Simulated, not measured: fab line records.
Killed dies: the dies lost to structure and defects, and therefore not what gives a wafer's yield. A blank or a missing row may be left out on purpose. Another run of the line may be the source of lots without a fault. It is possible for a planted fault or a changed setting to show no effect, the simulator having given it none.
The tool behind it: which one?	flow sky130	36 wafers from 12 lots sampled at 2 of the route's 708 steps

## WHAT THE GAUGES SHOWED, per wafer
SKY_SD_P_OVL_MEAS_08.
lot	measured	on	SD_P_OVL (nm)
L075	day 25 16:23	overlay-01	-2.6 -1.1 -2.5
L077	day 26 12:22	overlay-01	-5.5 -4.3 -5.3
L079	day 27 10:10	overlay-01	0.5 -0.5 0.2
L081	day 27 19:24	overlay-02	-0.6 -0.2 0.8
L083	day 28 10:29	overlay-01	-1.5 -0.3 0.3
L085	day 29 03:47	overlay-02	-0.3 0.0 -0.9
L087	day 29 16:53	overlay-02	-0.7 -1.1 -0.7
L089	day 30 08:19	overlay-02	-1.0 -0.8 -1.8
L092	day 32 01:06	overlay-02	0.7 0.2 2.0
L093	day 32 07:08	overlay-02	-0.3 0.2 -0.8
L095	day 32 13:15	overlay-02	-0.9 -0.5 -1.2
L097	day 33 05:41	overlay-02	-4.1 -2.3 -3.3

## WHAT TOOL EACH LOT RAN ON (gives the tool, then ch and the chambers of the sampled wafers, and finally the start)
lot	SKY_POLY_GATE_ETCH_17
L075	rie-si-01 ch 0,3, day 16 17:45
L077	rie-si-02 ch 0,2,3, day 17 09:51
L079	rie-si-01 ch 0,2,3, day 18 10:24
L081	rie-si-01 ch 0,1,3, day 18 20:06
L083	rie-si-01 ch 0,2,3, day 19 12:18
L085	rie-si-01 ch 1,3, day 20 06:40
L087	rie-si-02 ch 1,2, day 20 23:03
L089	rie-si-02 ch 1,3, day 21 17:25
L092	rie-si-02 ch 1,2,3, day 23 12:38
L093	rie-si-02 ch 0,1, day 23 17:53
L095	rie-si-02 ch 0,1,2, day 23 23:14
L097	rie-si-02 ch 1,2, day 24 17:35
- SKY_POLY_GATE_ETCH_17: etches poly-Si in HBr/Cl2, stops on SiO2, target depth 180 nm, time 70.5 s.

## THE ANSWER, worked out from the rows above alone
Rule: the lots themselves supply what counts as usual. Put in order of their means at a reading, lots are off if they are a third of the lots or fewer, leave a main group of 4 or more, and stand apart from it by a gap of 3 or more times the standard deviation of the main group's means; of several such gaps the widest counts. Not used: any main group whose means are identical at the precision the tables above print for the reading. Also off: a lot with no number at a reading for which 4 or more lots have one. The other lots that the step has rows for count as sound.
Nothing can be told from this: no lot is off at any reading shown.

## WHAT WAS PUT IN BY THE SIMULATOR
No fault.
